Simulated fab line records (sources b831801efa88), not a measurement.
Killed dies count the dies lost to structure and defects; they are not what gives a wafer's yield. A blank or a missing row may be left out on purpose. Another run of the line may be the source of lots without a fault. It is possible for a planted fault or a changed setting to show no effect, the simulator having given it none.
fab line records ; flow sky130
record: lots: 24; wafers: 72; lastDay: 50
route steps=708 shown METAL1@440 VIA1@482 VIA2@519 VIA3@575 CAP2M@603
lots untouched by any fault: they come from a run of this same line in which no faults occurred
startH: the number of hours between the record's first day and the start of the first shown wafer of the lot ; waitH: hours from the lot's prior step to this one ; " the same as in the row above ; L1.1+2: several wafers, shown together as one row ; - no value, or no start given ; * or withheld: withheld ; < > ~ a bound
route shown NAME@n: names a module that has steps shown in the file, with the first one's number in the route ; usual: mean and standard deviation over wafers with no fault ; same: alike in all rows ; chamber/n: place in a boat ; sites: each site's reading ; _std_site: standard deviation of those values ; _edge_site: outer sites' mean less inner sites' ; radiusMm: for every site, how far away it sits from the centre of the wafer ; mask NAME#n: copy n ; behind: the most recent tool/chamber to have shaped the wafer ; hold: cause of the lot's hold/its duration in hours/its outcome ; device: the transistor (n, p or np) that didn't switch ; end of line: the tests these same wafers got at the end of their route ; a step with no rows: only its recipe ; killed: not the wafer's yield, but the dies lost to structure and defects at the first sort ; map: per-die view of a wafer (x killed, . not killed, _ where there is no die)
set.NAME: the setting as run; set.NAME@STEP: as run at that earlier step ; model.NAME: the simulator's own value behind a step, which no gauge read
route steps across a sampled set of lots; one table per step, one row per wafer
services: when a tool's chamber went out of use (startH, in hours from the record's first day, below 0 if earlier), for how many hours, and the reason
== steps ==
step: SKY_METAL1_THK_MEAS_06
recipe: thkMeasGauge: xrf; reads: AlCu_of_METAL1_SPUTTER_02
usual: METAL1_ALCU_THK: 247/3.4
lot.wafer;tool;chamber;startH;waitH;METAL1_ALCU_THK[nm]
L074.1;filmMetro-02;-;721.51;0.1;246
L074.2;filmMetro-02;-;721.51;0.1;248
L074.4;filmMetro-02;-;721.51;0.1;245
L075.3;filmMetro-04;-;736.67;0.1;243
L075.5;filmMetro-04;-;736.67;0.1;243
L075.6;filmMetro-04;-;736.67;0.1;244
L076.1;filmMetro-04;-;747.05;0.1;248
L076.2;filmMetro-04;-;747.05;0.1;249
L076.5;filmMetro-04;-;747.05;0.1;250
L077.2;filmMetro-04;-;750.43;0.1;249
L077.3;filmMetro-04;-;750.43;0.1;246
L077.6;filmMetro-04;-;750.43;0.1;246
L078.3;filmMetro-03;-;767.95;0.1;247
L078.5;filmMetro-03;-;767.95;0.1;245
L078.6;filmMetro-03;-;767.95;0.1;246
L079.2;filmMetro-04;-;768.78;0.1;253
L079.3;filmMetro-04;-;768.78;0.1;249
L079.4;filmMetro-04;-;768.78;0.1;253
L080.2;filmMetro-03;-;779.80;0.1;249
L080.4;filmMetro-03;-;779.80;0.1;251
L080.6;filmMetro-03;-;779.80;0.1;249
L081.3;filmMetro-03;-;787.29;0.1;243
L081.4;filmMetro-03;-;787.29;0.1;247
L081.5;filmMetro-03;-;787.29;0.1;248
L082.1;filmMetro-02;-;795.43;0.1;245
L082.3;filmMetro-02;-;795.43;0.1;245
L082.5;filmMetro-02;-;795.43;0.1;245
L083.2;filmMetro-03;-;818.53;0.1;242
L083.3;filmMetro-03;-;818.53;0.1;240
L083.4;filmMetro-03;-;818.53;0.1;240
L084.2;filmMetro-03;-;821.50;0.1;249
L084.5;filmMetro-03;-;821.50;0.1;247
L084.6;filmMetro-03;-;821.50;0.1;246
L085.3;filmMetro-03;-;823.94;0.1;251
L085.4;filmMetro-03;-;823.94;0.1;241
L085.5;filmMetro-03;-;823.94;0.1;242
L086.2;filmMetro-02;-;840.49;0.1;251
L086.4;filmMetro-02;-;840.49;0.1;252
L086.6;filmMetro-02;-;840.49;0.1;251
L087.1;filmMetro-03;-;856.12;0.1;246
L087.2;filmMetro-03;-;856.12;0.1;249
L087.3;filmMetro-03;-;856.12;0.1;246
L088.3;filmMetro-02;-;866.62;0.1;244
L088.5;filmMetro-02;-;866.62;0.1;245
L088.6;filmMetro-02;-;866.62;0.1;245
L089.3;filmMetro-04;-;872.66;0.1;250
L089.5;filmMetro-04;-;872.66;0.1;253
L089.6;filmMetro-04;-;872.66;0.1;251
L090.1;filmMetro-04;-;873.80;0.1;252
L090.4;filmMetro-04;-;873.80;0.1;247
L090.5;filmMetro-04;-;873.80;0.1;248
L091.2;filmMetro-02;-;876.39;0.1;245
L091.4;filmMetro-02;-;876.39;0.1;248
L091.5;filmMetro-02;-;876.39;0.1;243
L092.1;filmMetro-03;-;877.61;0.1;248
L092.3;filmMetro-03;-;877.61;0.1;247
L092.5;filmMetro-03;-;877.61;0.1;249
L093.3;filmMetro-04;-;881.64;0.1;251
L093.4;filmMetro-04;-;881.64;0.1;248
L093.5;filmMetro-04;-;881.64;0.1;251
L094.1;filmMetro-03;-;887.26;0.1;243
L094.2;filmMetro-03;-;887.26;0.1;246
L094.5;filmMetro-03;-;887.26;0.1;242
L095.2;filmMetro-03;-;910.23;0.1;252
L095.3;filmMetro-03;-;910.23;0.1;248
L095.5;filmMetro-03;-;910.23;0.1;251
L096.1;filmMetro-03;-;911.14;0.1;251
L096.3;filmMetro-03;-;911.14;0.1;247
L096.4;filmMetro-03;-;911.14;0.1;251
L097.1;filmMetro-02;-;925.93;0.1;244
L097.2;filmMetro-02;-;925.93;0.1;245
L097.5;filmMetro-02;-;925.93;0.1;246
step: SKY_VIA1_CMP_24
recipe: stopOn: SiO2; tOverpolishS: 15; downForcePsi: 3.5; platenRpm: 60; targetThkNm: 0; padVelocityMS: 0.94248
usual: motorCurrentA: 11.4/0.98; overpolishRunS: 15.000/0.008; timeToEndpointS: 64/3.3
lot.wafer;tool;chamber;startH;waitH;motorCurrentA;overpolishRunS;timeToEndpointS
L074.1;cmp-01;3;778.15;0.1;11.2;14.996;65
L074.2;cmp-01;1;778.15;0.1;11.6;14.994;61
L074.4;cmp-01;2;778.15;0.1;13.0;14.992;61
L075.3;cmp-02;3;792.10;0.2;9.5;14.997;60
L075.5;cmp-02;0;792.10;0.2;12.6;15.015;60
L075.6;cmp-02;1;792.10;0.2;10.5;15.005;60
L076.1;cmp-01;3;803.20;0.1;10.8;14.976;66
L076.2;cmp-01;0;803.20;0.1;10.9;14.996;66
L076.5;cmp-01;2;803.20;0.1;12.4;14.983;65
L077.3;cmp-01;0;806.60;0.1;11.2;14.998;66
L077.2;cmp-01;1;806.60;0.1;11.3;15.001;62
L077.6;cmp-01;0;806.60;0.1;10.8;15.001;65
L078.3;cmp-02;0;823.90;0.2;12.4;14.998;62
L078.5;cmp-02;1;823.90;0.2;9.8;15.011;59
L078.6;cmp-02;2;823.90;0.2;12.5;15.000;59
L079.3;cmp-01;0;824.09;0.0;11.0;15.003;66
L079.4;cmp-01;2;824.09;0.0;12.3;15.001;60
L079.2;cmp-01;3;824.09;0.0;11.3;14.996;66
L080.2;cmp-02;1;836.01;0.0;9.8;14.995;61
L080.4;cmp-02;2;836.01;0.0;12.1;15.007;62
L080.6;cmp-02;2;836.01;0.0;11.4;15.006;60
L081.4;cmp-02;3;842.48;0.0;9.8;15.011;63
L081.3;cmp-02;1;842.48;0.0;9.3;15.001;57
L081.5;cmp-02;0;842.48;0.0;12.4;15.014;62
L082.3;cmp-02;2;850.28;0.1;12.0;15.002;63
L082.1;cmp-02;3;850.28;0.1;9.7;14.997;61
L082.5;cmp-02;1;850.28;0.1;10.2;15.003;61
L083.2;cmp-01;3;874.51;0.0;11.2;15.005;67
L083.4;cmp-01;0;874.51;0.0;11.0;15.003;66
L083.3;cmp-01;2;874.51;0.0;12.9;14.999;64
L084.2;cmp-01;2;876.64;0.0;13.4;14.989;64
L084.5;cmp-01;2;876.64;0.0;12.7;14.996;66
L084.6;cmp-01;3;876.64;0.0;11.3;15.012;64
L085.4;cmp-01;1;878.65;0.0;11.5;15.005;62
L085.3;cmp-01;0;878.65;0.0;11.1;15.003;65
L085.5;cmp-01;1;878.65;0.0;11.8;14.998;63
L086.2;cmp-01;0;894.31;0.0;10.8;14.998;67
L086.4;cmp-01;3;894.31;0.0;11.4;14.998;63
L086.6;cmp-01;0;894.31;0.0;11.3;15.000;69
L087.3;cmp-01;2;910.09;0.0;12.7;15.002;66
L087.2;cmp-01;3;910.09;0.0;11.3;14.993;62
L087.1;cmp-01;0;910.09;0.0;10.3;15.015;65
L088.3;cmp-02;2;919.98;0.1;12.6;14.982;68
L088.5;cmp-02;0;919.98;0.1;12.0;14.998;69
L088.6;cmp-02;1;919.98;0.1;9.8;15.017;67
L089.3;cmp-01;0;926.30;0.2;11.4;14.996;69
L089.5;cmp-01;0;926.30;0.2;10.6;15.016;68
L089.6;cmp-01;1;926.30;0.2;11.7;14.999;63
L090.4;cmp-01;3;927.32;0.1;11.9;14.998;73
L090.1;cmp-01;0;927.32;0.1;10.2;14.998;73
L090.5;cmp-01;3;927.32;0.1;11.0;14.997;72
L091.4;cmp-01;1;929.72;0.4;11.7;15.002;61
L091.2;cmp-01;3;929.72;0.4;11.0;15.019;65
L091.5;cmp-01;1;929.72;0.4;12.1;15.005;66
L092.3;cmp-01;3;930.04;0.1;12.1;14.987;68
L092.1;cmp-01;0;930.04;0.1;11.1;14.996;68
L092.5;cmp-01;3;930.04;0.1;10.7;15.000;68
L093.3;cmp-01;3;935.30;0.4;11.3;15.000;65
L093.4;cmp-01;0;935.30;0.4;10.7;14.998;67
L093.5;cmp-01;1;935.30;0.4;12.4;14.996;63
L094.1;cmp-01;0;939.77;0.1;10.9;15.002;69
L094.2;cmp-01;1;939.77;0.1;11.1;15.013;65
L094.5;cmp-01;0;939.77;0.1;10.4;14.994;67
L095.3;cmp-01;1;961.90;0.1;11.6;15.010;67
L095.2;cmp-01;2;961.90;0.1;13.3;14.999;64
L095.5;cmp-01;3;961.90;0.1;11.7;15.011;70
L096.3;cmp-02;1;963.40;0.1;9.9;14.990;63
L096.1;cmp-02;2;963.40;0.1;12.3;14.985;65
L096.4;cmp-02;3;963.40;0.1;9.7;15.001;64
L097.2;cmp-02;0;977.15;0.1;11.5;14.998;64
L097.1;cmp-02;1;977.15;0.1;9.6;15.016;62
L097.5;cmp-02;3;977.15;0.1;9.7;14.993;64
step: SKY_VIA2_CD_MEAS_12
recipe: targetCdNm: 200
usual: cdNm: 199.8/1.4
lot.wafer;tool;chamber;startH;waitH;cdNm
L074.1;cdSem-02;-;832.82;-;201.0
L074.2;cdSem-02;-;832.82;-;200.1
L074.4;cdSem-02;-;832.82;-;199.9
L075.3;cdSem-01;-;846.52;-;199.9
L075.5;cdSem-01;-;846.52;-;201.4
L075.6;cdSem-01;-;846.52;-;200.5
L076.1;cdSem-02;-;858.23;-;199.8
L076.2;cdSem-02;-;858.23;-;200.7
L076.5;cdSem-02;-;858.23;-;199.8
L077.2;cdSem-01;-;860.75;-;199.4
L077.3;cdSem-01;-;860.75;-;200.8
L077.6;cdSem-01;-;860.75;-;202.1
L078.3;cdSem-01;-;878.57;-;196.6
L078.5;cdSem-01;-;878.57;-;197.8
L078.6;cdSem-01;-;878.57;-;197.7
L079.2;cdSem-02;-;878.59;-;199.4
L079.3;cdSem-02;-;878.59;-;200.0
L079.4;cdSem-02;-;878.59;-;200.7
L080.2;cdSem-01;-;889.70;-;202.2
L080.4;cdSem-01;-;889.70;-;202.5
L080.6;cdSem-01;-;889.70;-;203.3
L081.3;cdSem-02;-;895.82;-;199.5
L081.4;cdSem-02;-;895.82;-;198.6
L081.5;cdSem-02;-;895.82;-;198.2
L082.1;cdSem-01;-;903.79;-;200.2
L082.3;cdSem-01;-;903.79;-;200.3
L082.5;cdSem-01;-;903.79;-;201.9
L083.2;cdSem-01;-;927.39;-;199.4
L083.3;cdSem-01;-;927.39;-;198.2
L083.4;cdSem-01;-;927.39;-;198.6
L084.2;cdSem-01;-;929.24;-;200.9
L084.5;cdSem-01;-;929.24;-;201.5
L084.6;cdSem-01;-;929.24;-;203.2
L085.3;cdSem-02;-;931.06;-;199.5
L085.4;cdSem-02;-;931.06;-;199.8
L085.5;cdSem-02;-;931.06;-;199.9
L086.2;cdSem-01;-;946.40;-;199.2
L086.4;cdSem-01;-;946.40;-;200.1
L086.6;cdSem-01;-;946.40;-;199.7
L087.1;cdSem-01;-;961.77;-;200.0
L087.2;cdSem-01;-;961.77;-;201.0
L087.3;cdSem-01;-;961.77;-;201.0
L088.3;cdSem-02;-;970.58;-;198.1
L088.5;cdSem-02;-;970.58;-;197.9
L088.6;cdSem-02;-;970.58;-;198.6
L089.3;cdSem-01;-;976.27;-;198.4
L089.5;cdSem-01;-;976.27;-;200.0
L089.6;cdSem-01;-;976.27;-;199.6
L090.1;cdSem-02;-;977.39;-;199.4
L090.4;cdSem-02;-;977.39;-;199.3
L090.5;cdSem-02;-;977.39;-;199.3
L091.2;cdSem-01;-;980.21;-;200.1
L091.4;cdSem-01;-;980.21;-;199.9
L091.5;cdSem-01;-;980.21;-;199.3
L092.1;cdSem-02;-;981.12;-;198.1
L092.3;cdSem-02;-;981.12;-;197.9
L092.5;cdSem-02;-;981.12;-;199.1
L093.3;cdSem-01;-;985.28;-;197.5
L093.4;cdSem-01;-;985.28;-;199.5
L093.5;cdSem-01;-;985.28;-;198.9
L094.1;cdSem-02;-;989.37;-;200.4
L094.2;cdSem-02;-;989.37;-;199.7
L094.5;cdSem-02;-;989.37;-;201.5
L095.2;cdSem-02;-;1011.35;-;200.3
L095.3;cdSem-02;-;1011.35;-;201.5
L095.5;cdSem-02;-;1011.35;-;202.2
L096.1;cdSem-02;-;1011.79;-;198.2
L096.3;cdSem-02;-;1011.79;-;199.4
L096.4;cdSem-02;-;1011.79;-;198.7
L097.1;cdSem-01;-;1023.83;-;199.0
L097.2;cdSem-01;-;1023.83;-;198.0
L097.5;cdSem-01;-;1023.83;-;199.2
step: SKY_VIA3_CMP_02
recipe: material: SiO2; downForcePsi: 4; platenRpm: 60; padVelocityMS: 0.94248
usual: motorCurrentA: 12.4/1.1
lot.wafer;tool;chamber;startH;waitH;motorCurrentA
L074.1;cmp-01;0;887.83;0.1;11.8
L074.2;cmp-01;1;887.83;0.1;12.2
L074.4;cmp-01;2;887.83;0.1;13.5
L075.3;cmp-01;0;901.79;0.2;11.6
L075.5;cmp-01;1;901.79;0.2;12.9
L075.6;cmp-01;2;901.79;0.2;13.6
L076.1;cmp-01;2;913.13;0.1;13.8
L076.2;cmp-01;0;913.13;0.1;11.4
L076.5;cmp-01;1;913.13;0.1;12.7
L077.3;cmp-01;0;915.31;0.3;11.6
L077.2;cmp-01;3;915.31;0.3;12.2
L077.6;cmp-01;0;915.31;0.3;11.9
L078.3;cmp-01;2;932.60;0.0;14.4
L078.6;cmp-01;2;932.60;0.0;14.0
L078.5;cmp-01;3;932.60;0.0;12.6
L079.4;cmp-02;1;933.03;0.1;10.4
L079.3;cmp-02;2;933.03;0.1;13.2
L079.2;cmp-02;3;933.03;0.1;11.2
L080.4;cmp-01;3;943.08;0.0;12.5
L080.2;cmp-01;1;943.08;0.0;12.9
L080.6;cmp-01;0;943.08;0.0;12.4
L081.3;cmp-01;2;950.13;0.0;14.1
L081.4;cmp-01;0;950.13;0.0;11.9
L081.5;cmp-01;2;950.13;0.0;14.4
L082.1;cmp-01;1;957.84;0.1;12.8
L082.3;cmp-01;2;957.84;0.1;13.9
L082.5;cmp-01;1;957.84;0.1;13.0
L083.2;cmp-02;3;980.66;0.1;11.0
L083.3;cmp-02;0;980.66;0.1;13.6
L083.4;cmp-02;1;980.66;0.1;10.5
L084.2;cmp-01;1;981.96;0.2;12.0
L084.6;cmp-01;2;981.96;0.2;13.5
L084.5;cmp-01;3;981.96;0.2;12.5
L085.3;cmp-01;3;984.36;0.1;12.2
L085.4;cmp-01;1;984.36;0.1;12.4
L085.5;cmp-01;2;984.36;0.1;13.4
L086.4;cmp-01;1;998.03;0.0;13.2
L086.2;cmp-01;2;998.03;0.0;13.8
L086.6;cmp-01;1;998.03;0.0;12.8
L087.3;cmp-02;2;1012.33;0.0;13.4
L087.1;cmp-02;3;1012.33;0.0;10.0
L087.2;cmp-02;0;1012.33;0.0;13.6
L088.3;cmp-02;3;1020.88;0.1;10.9
L088.6;cmp-02;1;1020.88;0.1;11.0
L088.5;cmp-02;2;1020.88;0.1;12.6
L089.3;cmp-02;0;1025.63;0.1;13.7
L089.6;cmp-02;2;1025.63;0.1;13.5
L089.5;cmp-02;3;1025.63;0.1;10.3
L090.4;cmp-02;1;1026.79;0.1;11.3
L090.1;cmp-02;3;1026.79;0.1;10.7
L090.5;cmp-02;2;1026.79;0.1;13.4
L091.2;cmp-02;1;1029.86;0.1;10.7
L091.4;cmp-02;2;1029.86;0.1;13.1
L091.5;cmp-02;3;1029.86;0.1;10.7
L092.1;cmp-02;2;1031.29;0.1;13.0
L092.3;cmp-02;3;1031.29;0.1;11.1
L092.5;cmp-02;1;1031.29;0.1;10.6
L093.4;cmp-01;1;1034.83;0.0;12.8
L093.3;cmp-01;2;1034.83;0.0;13.3
L093.5;cmp-01;1;1034.83;0.0;12.4
L094.1;cmp-02;0;1038.38;0.1;13.3
L094.2;cmp-02;1;1038.38;0.1;11.0
L094.5;cmp-02;3;1038.38;0.1;10.9
L095.3;cmp-02;0;1059.60;0.6;13.1
L095.2;cmp-02;3;1059.60;0.6;10.9
L095.5;cmp-02;1;1059.60;0.6;10.8
L096.3;cmp-02;1;1060.06;0.0;10.9
L096.4;cmp-02;2;1060.06;0.0;12.5
L096.1;cmp-02;0;1060.06;0.0;13.6
L097.2;cmp-02;3;1069.84;0.0;11.2
L097.1;cmp-02;2;1069.84;0.0;13.1
L097.5;cmp-02;3;1069.84;0.0;10.7
step: SKY_VIA3_CMP_24
recipe: stopOn: SiO2; tOverpolishS: 20; downForcePsi: 3.5; platenRpm: 60; targetThkNm: 0; padVelocityMS: 0.94248
usual: motorCurrentA: 11.4/1; overpolishRunS: 19.999/0.0093; timeToEndpointS: 94/3.5
lot.wafer;tool;chamber;startH;waitH;motorCurrentA;overpolishRunS;timeToEndpointS
L074.4;cmp-01;2;915.06;0.1;13.7;19.996;96
L074.1;cmp-01;3;915.06;0.1;11.4;20.003;95
L074.2;cmp-01;0;915.06;0.1;10.9;20.006;96
L075.3;cmp-01;2;928.62;0.3;13.0;20.007;92
L075.5;cmp-01;3;928.62;0.3;11.9;19.981;99
L075.6;cmp-01;0;928.62;0.3;10.8;19.993;99
L076.1;cmp-02;2;939.67;0.1;12.2;20.004;93
L076.2;cmp-02;0;939.67;0.1;12.3;19.983;95
L076.5;cmp-02;1;939.67;0.1;10.1;20.015;91
L077.3;cmp-01;3;941.42;0.1;11.3;19.997;100
L077.2;cmp-01;0;941.42;0.1;11.0;20.001;101
L077.6;cmp-01;3;941.42;0.1;11.1;19.994;100
L078.3;cmp-01;1;959.34;0.0;11.7;19.995;94
L078.6;cmp-01;1;959.34;0.0;11.9;19.998;93
L078.5;cmp-01;2;959.34;0.0;12.8;20.002;97
L079.4;cmp-02;2;959.44;0.1;12.1;20.018;96
L079.2;cmp-02;3;959.44;0.1;9.4;20.009;97
L079.3;cmp-02;0;959.44;0.1;12.1;19.999;94
L080.2;cmp-02;1;968.81;0.0;9.5;20.009;94
L080.4;cmp-02;0;968.81;0.0;12.1;20.015;94
L080.6;cmp-02;1;968.81;0.0;9.5;20.007;96
L081.3;cmp-02;2;976.05;0.0;11.8;19.997;94
L081.4;cmp-02;1;976.05;0.0;9.8;19.997;96
L081.5;cmp-02;2;976.05;0.0;11.6;19.978;94
L082.3;cmp-02;1;984.05;0.1;10.9;20.009;96
L082.1;cmp-02;2;984.05;0.1;12.3;19.996;96
L082.5;cmp-02;3;984.05;0.1;10.1;20.015;95
L083.3;cmp-01;0;1005.03;0.0;11.3;19.997;99
L083.4;cmp-01;2;1005.03;0.0;12.6;19.999;94
L083.2;cmp-01;3;1005.03;0.0;10.9;20.000;95
L084.2;cmp-01;2;1006.13;0.2;12.7;20.001;99
L084.5;cmp-01;3;1006.13;0.2;10.2;20.002;100
L084.6;cmp-01;0;1006.13;0.2;11.4;19.989;102
L085.4;cmp-01;0;1009.05;0.1;10.7;19.991;99
L085.3;cmp-01;1;1009.05;0.1;11.5;20.008;94
L085.5;cmp-01;3;1009.05;0.1;10.9;19.981;96
L086.2;cmp-02;0;1021.80;0.1;12.0;19.998;92
L086.4;cmp-02;1;1021.80;0.1;10.1;20.007;93
L086.6;cmp-02;2;1021.80;0.1;12.2;19.988;94
L087.1;cmp-01;0;1036.55;0.1;10.8;19.995;95
L087.3;cmp-01;1;1036.55;0.1;11.1;19.988;91
L087.2;cmp-01;3;1036.55;0.1;11.1;19.986;93
L088.3;cmp-01;2;1044.48;0.1;12.2;19.994;87
L088.6;cmp-01;0;1044.48;0.1;10.8;20.000;94
L088.5;cmp-01;1;1044.48;0.1;11.5;19.991;87
L089.3;cmp-02;3;1049.34;0.0;9.3;20.011;98
L089.5;cmp-02;3;1049.34;0.0;9.9;20.002;98
L089.6;cmp-02;0;1049.34;0.0;11.8;20.002;99
L090.4;cmp-02;3;1050.40;0.0;9.9;20.008;98
L090.1;cmp-02;2;1050.40;0.0;11.8;19.976;94
L090.5;cmp-02;3;1050.40;0.0;10.1;20.006;96
L091.4;cmp-02;2;1053.37;0.1;11.6;20.001;93
L091.2;cmp-02;0;1053.37;0.1;12.7;20.004;94
L091.5;cmp-02;2;1053.37;0.1;11.9;20.005;92
L092.1;cmp-01;2;1054.81;0.1;12.5;19.997;89
L092.3;cmp-01;3;1054.81;0.1;11.2;20.005;93
L092.5;cmp-01;1;1054.81;0.1;11.3;19.987;93
L093.4;cmp-01;2;1058.74;0.6;12.3;19.996;88
L093.3;cmp-01;3;1058.74;0.6;11.0;19.993;90
L093.5;cmp-01;0;1058.74;0.6;10.8;19.997;91
L094.2;cmp-02;2;1061.76;0.1;12.1;19.988;92
L094.1;cmp-02;3;1061.76;0.1;10.1;19.998;94
L094.5;cmp-02;1;1061.76;0.1;9.4;19.997;91
L095.2;cmp-01;0;1082.61;0.5;10.7;19.995;98
L095.3;cmp-01;1;1082.61;0.5;11.4;19.998;94
L095.5;cmp-01;3;1082.61;0.5;11.2;19.990;95
L096.4;cmp-01;2;1083.16;0.6;11.9;20.015;90
L096.1;cmp-01;3;1083.16;0.6;11.6;20.011;90
L096.3;cmp-01;0;1083.16;0.6;10.8;20.010;95
L097.2;cmp-01;1;1092.15;0.0;11.8;19.990;89
L097.1;cmp-01;2;1092.15;0.0;12.4;19.990;90
L097.5;cmp-01;2;1092.15;0.0;13.3;20.006;89
step: SKY_CAP2M_CVD_00
recipe: material: SiO2; targetThkNm: 15.5; tempC: 400; timeS: withheld; rfW: 450
usual: heaterPowerW: 693/59; susceptorTempC: 400.02/0.22
lot.wafer;tool;chamber;startH;waitH;heaterPowerW;susceptorTempC
L074.1;pecvd-01;2;915.46;0.0;709;400.03
L074.2;pecvd-01;1;915.46;0.0;640;400.18
L074.4;pecvd-01;2;915.46;0.0;700;399.95
L075.3;pecvd-04;0;928.92;0.0;676;400.00
L075.5;pecvd-04;2;928.92;0.0;590;399.50
L075.6;pecvd-04;1;928.92;0.0;609;400.16
L076.1;pecvd-03;1;940.07;0.0;791;400.26
L076.2;pecvd-03;0;940.07;0.0;593;400.00
L076.5;pecvd-03;0;940.07;0.0;613;399.79
L077.2;pecvd-04;2;941.82;0.0;704;400.13
L077.3;pecvd-04;0;941.82;0.0;629;400.27
L077.6;pecvd-04;2;941.82;0.0;703;400.44
L078.3;pecvd-01;2;959.80;0.0;786;400.34
L078.5;pecvd-01;1;959.80;0.0;701;399.81
L078.6;pecvd-01;0;959.80;0.0;639;399.82
L079.2;pecvd-03;2;959.85;0.0;711;399.98
L079.3;pecvd-03;1;959.85;0.0;710;400.14
L079.4;pecvd-03;0;959.85;0.0;704;400.07
L080.2;pecvd-01;0;969.26;0.0;636;400.12
L080.4;pecvd-01;2;969.26;0.0;681;399.97
L080.6;pecvd-01;0;969.26;0.0;628;399.96
L081.3;pecvd-04;1;976.52;0.0;697;400.13
L081.4;pecvd-04;1;976.52;0.0;700;399.84
L081.5;pecvd-04;2;976.52;0.0;642;399.82
L082.1;pecvd-03;0;984.42;0.0;694;400.06
L082.3;pecvd-03;1;984.42;0.0;812;400.00
L082.5;pecvd-03;2;984.42;0.0;660;399.49
L083.2;pecvd-03;2;1005.48;0.0;687;399.99
L083.3;pecvd-03;0;1005.48;0.0;733;399.82
L083.4;pecvd-03;2;1005.48;0.0;683;399.76
L084.2;pecvd-04;0;1006.43;0.0;632;400.02
L084.5;pecvd-04;2;1006.43;0.0;710;400.43
L084.6;pecvd-04;0;1006.43;0.0;638;400.26
L085.3;pecvd-03;0;1009.47;0.0;656;400.08
L085.4;pecvd-03;2;1009.47;0.0;618;399.83
L085.5;pecvd-03;2;1009.47;0.0;596;400.40
L086.2;pecvd-04;1;1022.17;0.0;614;399.64
L086.4;pecvd-04;1;1022.17;0.0;631;399.85
L086.6;pecvd-04;2;1022.17;0.0;633;400.09
L087.1;pecvd-04;2;1037.01;0.0;664;400.09
L087.2;pecvd-04;1;1037.01;0.0;710;399.77
L087.3;pecvd-04;0;1037.01;0.0;677;399.84
L088.3;pecvd-01;2;1044.84;0.0;802;399.59
L088.5;pecvd-01;2;1044.84;0.0;790;399.37
L088.6;pecvd-01;1;1044.84;0.0;778;400.35
L089.3;pecvd-03;0;1049.79;0.0;600;400.64
L089.5;pecvd-03;1;1049.79;0.0;750;399.91
L089.6;pecvd-03;2;1049.79;0.0;672;400.32
L090.1;pecvd-04;1;1050.86;0.0;711;399.97
L090.4;pecvd-04;1;1050.86;0.0;709;399.99
L090.5;pecvd-04;2;1050.86;0.0;713;400.08
L091.2;pecvd-01;0;1053.83;0.0;729;399.80
L091.4;pecvd-01;0;1053.83;0.0;740;399.90
L091.5;pecvd-01;1;1053.83;0.0;749;400.14
L092.1;pecvd-03;1;1055.21;0.0;728;399.85
L092.3;pecvd-03;0;1055.21;0.0;728;400.05
L092.5;pecvd-03;0;1055.21;0.0;734;400.38
L093.3;pecvd-03;1;1059.09;0.0;781;399.60
L093.4;pecvd-03;2;1059.09;0.0;692;399.95
L093.5;pecvd-03;1;1059.09;0.0;794;400.13
L094.1;pecvd-01;0;1062.11;0.0;651;400.40
L094.2;pecvd-01;1;1062.11;0.0;751;399.91
L094.5;pecvd-01;0;1062.11;0.0;641;399.94
L095.2;pecvd-03;1;1082.97;0.0;842;399.97
L095.3;pecvd-03;2;1082.97;0.0;737;399.81
L095.5;pecvd-03;0;1082.97;0.0;730;400.46
L096.1;pecvd-01;1;1083.57;0.0;736;399.90
L096.3;pecvd-01;2;1083.57;0.0;685;399.80
L096.4;pecvd-01;1;1083.57;0.0;736;400.04
L097.1;pecvd-03;0;1092.61;0.0;597;399.88
L097.2;pecvd-03;2;1092.61;0.0;714;400.18
L097.5;pecvd-03;0;1092.61;0.0;615;400.10
== services ==
tool;chamber;startH;hours;kind
cmp-02;-;768.45;0.9;repair
pecvd-03;2;782.41;8.4;repair
pecvd-03;-;809.98;1.6;repair
cmp-01;-;834.46;2.1;repair
cmp-02;-;842.96;2.3;repair
pecvd-01;0;856.33;20.9;repair
pecvd-03;2;877.27;8.1;repair
pecvd-03;-;893.44;5.5;pm
pecvd-03;0;903.23;6.8;repair
cmp-02;-;908.45;4.9;repair
pecvd-04;-;911.84;0.6;repair
cmp-02;-;913.36;4.0;pm
cmp-01;-;922.08;0.5;repair
cmp-02;-;923.62;8.3;pm
pecvd-04;-;927.65;0.4;repair
pecvd-03;-;998.30;0.9;repair
cmp-01;-;1019.40;3.8;repair
cmp-01;-;1046.16;0.7;repair
cmp-01;-;1052.91;1.1;repair
cmp-02;-;1055.28;4.3;pm
cmp-02;-;1075.10;9.9;repair
cmp-01;-;1084.01;4.0;pm
pecvd-04;-;1084.82;1.5;repair
cmp-01;-;1088.01;4.1;pm
== key ==
fault none
